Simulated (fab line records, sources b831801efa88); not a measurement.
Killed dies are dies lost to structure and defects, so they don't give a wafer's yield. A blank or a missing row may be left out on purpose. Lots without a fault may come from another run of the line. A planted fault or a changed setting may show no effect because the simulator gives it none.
Which tool did it? | flow sky130 | 12 lots, 36 wafers sampled, at 5 steps of a route of 708

WHAT THE GAUGES READ, wafer by wafer
SKY_VT_ADJUST_PCH_OVL_MEAS_07.
lot  | measured     | on         | VT_ADJUST_PCH_OVL (nm)
L780 | day 10 22:11 | overlay-02 | -1.7 -1.1 -1.4
L785 | day 12 08:19 | overlay-02 | 1.9 0.1 1.1
L786 | day 12 15:01 | overlay-02 | -1.6 -0.1 -2.0
L787 | day 12 23:23 | overlay-01 | -0.1 -1.5 -0.4
L791 | day 14 04:10 | overlay-01 | -0.2 -1.7 -2.4
L796 | day 15 22:28 | overlay-02 | -2.3 -0.9 -0.4
L797 | day 15 22:47 | overlay-01 | 0.0 0.2 -0.3
L798 | day 16 11:43 | overlay-02 | -2.4 -1.2 -1.1
L799 | day 16 15:05 | overlay-01 | 1.6 2.0 1.9
L800 | day 17 01:28 | overlay-02 | -0.4 -1.9 -1.9
L801 | day 17 14:49 | overlay-01 | 1.1 -1.4 -1.9
L802 | day 17 23:08 | overlay-02 | 1.1 -3.4 -0.5

SKY_GATE_OXIDE_OVL_MEAS_10.
lot  | measured     | on         | GATE_OXIDE_OVL (nm)
L780 | day 14 06:50 | overlay-01 | 0.0 0.1 -0.8
L785 | day 16 02:19 | overlay-02 | 1.6 -1.6 -2.5
L786 | day 16 07:13 | overlay-01 | 1.6 1.4 1.6
L787 | day 16 18:10 | overlay-02 | -1.7 -0.1 -0.5
L791 | day 18 01:47 | overlay-01 | -0.7 0.0 0.7
L796 | day 20 02:10 | overlay-02 | -113.7 -115.8 -117.4
L797 | day 20 00:47 | overlay-02 | -1.6 0.8 0.3
L798 | day 20 16:31 | overlay-01 | -113.4 -115.3 -114.4
L799 | day 20 19:55 | overlay-01 | 1.1 1.4 0.0
L800 | day 21 06:01 | overlay-01 | 0.2 0.1 0.7
L801 | day 21 17:56 | overlay-02 | 0.0 -0.2 -1.0
L802 | day 22 03:25 | overlay-01 | 1.6 0.8 2.8

SKY_POLY_GATE_OVL_MEAS_14.
lot  | measured     | on         | POLY_GATE_OVL (nm)
L780 | day 16 23:16 | overlay-01 | -1 4 -3
L785 | day 18 19:14 | overlay-01 | -1 -2 1
L786 | day 19 00:08 | overlay-01 | 3 17 9
L787 | day 19 13:23 | overlay-01 | 1 4 -7
L791 | day 20 23:16 | overlay-01 | -6 -2 -7
L796 | day 22 22:20 | overlay-01 | 1 7 2
L797 | day 22 19:54 | overlay-02 | -6 -4 -8
L798 | day 23 11:38 | overlay-01 | 4 5 -1
L799 | day 23 16:01 | overlay-01 | -4 -1 -6
L800 | day 23 23:51 | overlay-01 | -3 3 3
L801 | day 24 11:11 | overlay-01 | 4 -4 -1
L802 | day 24 22:45 | overlay-02 | 7 -1 6

WHICH TOOL RAN EACH LOT (tool, then ch and the chambers of the sampled wafers, then the start)
lot  | SKY_SONOS_ONO_STRIP_17               | SKY_GATE_OXIDE_EXPOSE_07
L780 | plasma_asher-04 ch 0,1, day 13 03:16 | iline_stepper-01 ch 0, day 13 18:07
L785 | plasma_asher-03 ch 1, day 14 17:50   | iline_stepper-01 ch 0, day 15 12:34
L786 | plasma_asher-04 ch 0,1, day 15 01:04 | iline_stepper-01 ch 0, day 15 17:52
L787 | plasma_asher-03 ch 0,1, day 15 11:29 | iline_stepper-02 ch 0, day 16 03:39
L791 | plasma_asher-04 ch 0,1, day 16 17:58 | iline_stepper-01 ch 0, day 17 11:04
L796 | plasma_asher-01 ch 0,1, day 18 16:46 | iline_stepper-01 ch 0, day 19 11:02
L797 | plasma_asher-01 ch 0,1, day 18 16:07 | iline_stepper-02 ch 0, day 19 09:38
L798 | plasma_asher-03 ch 0,1, day 19 06:38 | iline_stepper-01 ch 0, day 20 00:37
L799 | plasma_asher-04 ch 0,1, day 19 10:56 | iline_stepper-02 ch 0, day 20 04:29
L800 | plasma_asher-04 ch 0, day 19 21:11   | iline_stepper-02 ch 0, day 20 14:11
L801 | plasma_asher-04 ch 0, day 20 08:47   | iline_stepper-02 ch 0, day 21 02:05
L802 | plasma_asher-03 ch 0,1, day 20 18:20 | iline_stepper-02 ch 0, day 21 11:37
- SKY_SONOS_ONO_STRIP_17: strips in O2/N2.
- SKY_GATE_OXIDE_EXPOSE_07: exposes mask LVOM, target cd 600 nm.

WHAT THE TOOLS THEMSELVES READ (means of the sampled wafers that have a number; where no wafer has one, the mark that the record gives instead)
SKY_SONOS_ONO_STRIP_17.
lot  | tool            | drypump_motor_current_A (A) | oes_product_au (a.u.) | strip_time_to_endpoint_s (s)
L780 | plasma_asher-04 | 6.3                         | 0.705                 | 13.99
L785 | plasma_asher-03 | 5.5                         | 0.710                 | 14.06
L786 | plasma_asher-04 | 6.5                         | 0.710                 | 14.08
L787 | plasma_asher-03 | 5.2                         | 0.710                 | 14.02
L791 | plasma_asher-04 | 6.3                         | 0.712                 | 14.12
L796 | plasma_asher-01 | 5.1                         | 0.708                 | 14.04
L797 | plasma_asher-01 | 5.3                         | 0.712                 | 14.06
L798 | plasma_asher-03 | 5.4                         | 0.703                 | 14.05
L799 | plasma_asher-04 | 6.5                         | 0.709                 | 14.05
L800 | plasma_asher-04 | 6.7                         | 0.705                 | 14.03
L801 | plasma_asher-04 | 6.7                         | 0.711                 | 14.02
L802 | plasma_asher-03 | 5.2                         | 0.710                 | 14.04

SKY_GATE_OXIDE_EXPOSE_07.
lot  | tool             | focus_offset_nm (nm)
L780 | iline_stepper-01 | -0.3
L785 | iline_stepper-01 | 0.8
L786 | iline_stepper-01 | 0.6
L787 | iline_stepper-02 | -0.1
L791 | iline_stepper-01 | -0.5
L796 | iline_stepper-01 | -0.5
L797 | iline_stepper-02 | 0.3
L798 | iline_stepper-01 | 0.3
L799 | iline_stepper-02 | -0.2
L800 | iline_stepper-02 | -0.5
L801 | iline_stepper-02 | 0.2
L802 | iline_stepper-02 | 0.7

THE ANSWER, worked out from the rows above alone
Rule: what is usual is taken from the lots themselves. Put in order of their means at a reading, lots are off if they are a third of the lots or fewer, leave a main group of 4 or more, and stand apart from it by a gap of 3 or more times the standard deviation of the main group's means; of several such gaps the widest counts. A main group whose means are all the same, to the digits that the tables above print for the reading, isn't used. A lot without any number at a reading at which 4 lots or more have one is off too. The other lots that the step has rows for count as sound. The gauges are gone through in route order, then the tools' own readings, and for those a lot's mean is taken as printed above. The first step at which some lot is off is used, and at that step the reading that is off furthest; a lot without a number counts as furthest.
Off: L796, L798, at SKY_GATE_OXIDE_OVL_MEAS_10 (GATE_OXIDE_OVL). The main group: mean 0.2 nm, standard deviation 0.85.
A tool fits if, at a process step before that reading, it ran every lot that is off, and no sound lot after the first of them. The gauges at SKY_GATE_OXIDE_OVL_MEAS_10 are tried like those tools. One fits: iline_stepper-01 at SKY_GATE_OXIDE_EXPOSE_07. Its last sound lot is L791 (day 17 11:04), its first lot that is off L796 (day 19 11:02): a fault that began between those two fits.

WHAT THE SIMULATOR HAD PUT IN
Scanner matching overlay: iline_stepper-01, from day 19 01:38 on, at SKY_GATE_OXIDE_EXPOSE_07. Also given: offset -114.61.
Lots struck among those shown: L796, L798. The rule above found the same.
